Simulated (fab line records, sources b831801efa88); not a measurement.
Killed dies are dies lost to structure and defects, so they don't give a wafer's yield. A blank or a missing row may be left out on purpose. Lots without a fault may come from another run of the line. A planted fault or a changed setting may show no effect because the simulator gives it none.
Split-lot experiment | flow sfq_line | 5 lots, 23 wafers read, on a route of 325 steps

THE SPLIT
At SFQ_TRILAYER_M3_DEP_SPUTTER_073 (material Nb, target thk 200 nm, time 133.3 s), the setting time_s was moved away from the recipe's 133.3 s on 7 of the 23 wafers read, by -12.9% to -5.0%. The other wafers ran this setting at the recipe's value.

The file shows no step between the split and the reading.

THE READING
M3_NB_RS, in ohm/sq, at SFQ_M3_RS_MEAS_919 (measures by four-point-probe). Fault-free wafers of this fab line usually give 0.891 ohm/sq, standard deviation 0.006 ohm/sq.

wafer  | tool, chamber at the split | time_s as run, s | against the recipe | M3_NB_RS, ohm/sq | against lot-mates on the recipe
L077.1 | pvd_sputter-04, -          | 133.3            | recipe             | 0.878            | -
L077.2 | pvd_sputter-04, -          | 133.3            | recipe             | 0.889            | -
L077.3 | pvd_sputter-04, -          | 133.3            | recipe             | 0.888            | -
L077.4 | pvd_sputter-04, -          | 121.7            | -8.7%              | 0.972            | +0.087
L077.5 | pvd_sputter-04, -          | 121.7            | -8.7%              | 0.978            | +0.093
L078.1 | pvd_sputter-03, -          | 133.3            | recipe             | 0.893            | -
L078.2 | pvd_sputter-03, -          | 126.7            | -5.0%              | 0.941            | +0.049
L078.3 | pvd_sputter-03, -          | 126.7            | -5.0%              | 0.942            | +0.050
L078.4 | pvd_sputter-03, -          | 133.3            | recipe             | 0.890            | -
L078.6 | pvd_sputter-03, -          | 133.3            | recipe             | 0.893            | -
L079.1 | pvd_sputter-03, -          | 116.1            | -12.9%             | 1.016            | +0.131
L079.2 | pvd_sputter-03, -          | 116.1            | -12.9%             | 1.024            | +0.139
L079.3 | pvd_sputter-03, -          | 116.1            | -12.9%             | 1.021            | +0.136
L079.4 | pvd_sputter-03, -          | 133.3            | recipe             | 0.882            | -
L079.6 | pvd_sputter-03, -          | 133.3            | recipe             | 0.888            | -
L081.1 | pvd_sputter-04, -          | 133.3            | recipe             | 0.885            | -
L081.2 | pvd_sputter-04, -          | 133.3            | recipe             | 0.888            | -
L081.4 | pvd_sputter-04, -          | 133.3            | recipe             | 0.895            | -
L081.5 | pvd_sputter-04, -          | 133.3            | recipe             | 0.885            | -
L081.6 | pvd_sputter-04, -          | 133.3            | recipe             | 0.886            | -
L085.3 | pvd_sputter-04, -          | 133.3            | recipe             | 0.892            | -
L085.4 | pvd_sputter-04, -          | 133.3            | recipe             | 0.893            | -
L085.6 | pvd_sputter-04, -          | 133.3            | recipe             | 0.900            | -

THE FIT
A straight line over all 23 wafers: M3_NB_RS changes by -0.0101 ohm/sq for each +1% of time_s; r = -1.00; the points scatter about the line by 0.0049 ohm/sq.
The same after taking each lot's own level away (the mean of its wafers on the recipe; 23 wafers): -0.0104 ohm/sq for each +1%; r = -1.00; scatter 0.0036 ohm/sq.
On that fit, the largest move of time_s shifts the reading by 0.13 ohm/sq.
The lots' own levels span 0.8850 to 0.8950 ohm/sq, that is 1.7 times the standard deviation above.
So the lot-to-lot level changes the slope little: the two slopes agree.
Check: with one of the wafers moved furthest among these (-12.9%) left out of the fit, the line predicts +0.136 ohm/sq for it against its lot-mates. It came out at +0.131 ohm/sq against them.

OTHER SPLITS ON THESE WAFERS
These wafers also went through other splits before the reading. Each is held against what the fit with the lots' levels taken away leaves over:
other split on the same wafers                    | wafers away from the commonest value | r with M3_NB_RS (lot level and that fit taken away)
SFQ_TRILAYER_M1_LITHO_COAT_044 spin_rpm           | 9                                    | +0.27
SFQ_TRILAYER_M1_ETCH_METAL_ETCH_042 time_s        | 6                                    | +0.06
SFQ_TRILAYER_M2_DEP_SPUTTER_055 time_s            | 8                                    | -0.31
SFQ_TRILAYER_M2_LITHO_COAT_062 spin_rpm           | 10                                   | -0.04
SFQ_TRILAYER_I2_VIA_LITHO_COAT_067 spin_rpm       | 8                                    | +0.14
SFQ_TRILAYER_I2_VIA_BARC_OPEN_VIA_ETCH_096 bias_w | 5                                    | -0.28

THE WHOLE CHAIN: every reading that the file lists as answering this split, in the file's order
step                            | what it does                                 | reading                                                                                   | change (the file's fit)              | r (the file's)
SFQ_TRILAYER_M3_DEP_SPUTTER_073 | material Nb, target thk 200 nm, time 133.3 s | Nb_of_TRILAYER_M3_DEP_SPUTTER_073.thk_nm (the simulator's own value, which no gauge read) | +2.08 nm for each +1% of the setting | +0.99
SFQ_M3_RS_MEAS_919              | measures by four-point-probe                 | M3_NB_RS                                                                                  | -0.0104 for each +1% of the setting  | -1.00

THE FILE'S OWN FIT
M3_NB_RS changes by -0.0104 ohm/sq for each +1% of time_s, r = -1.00.
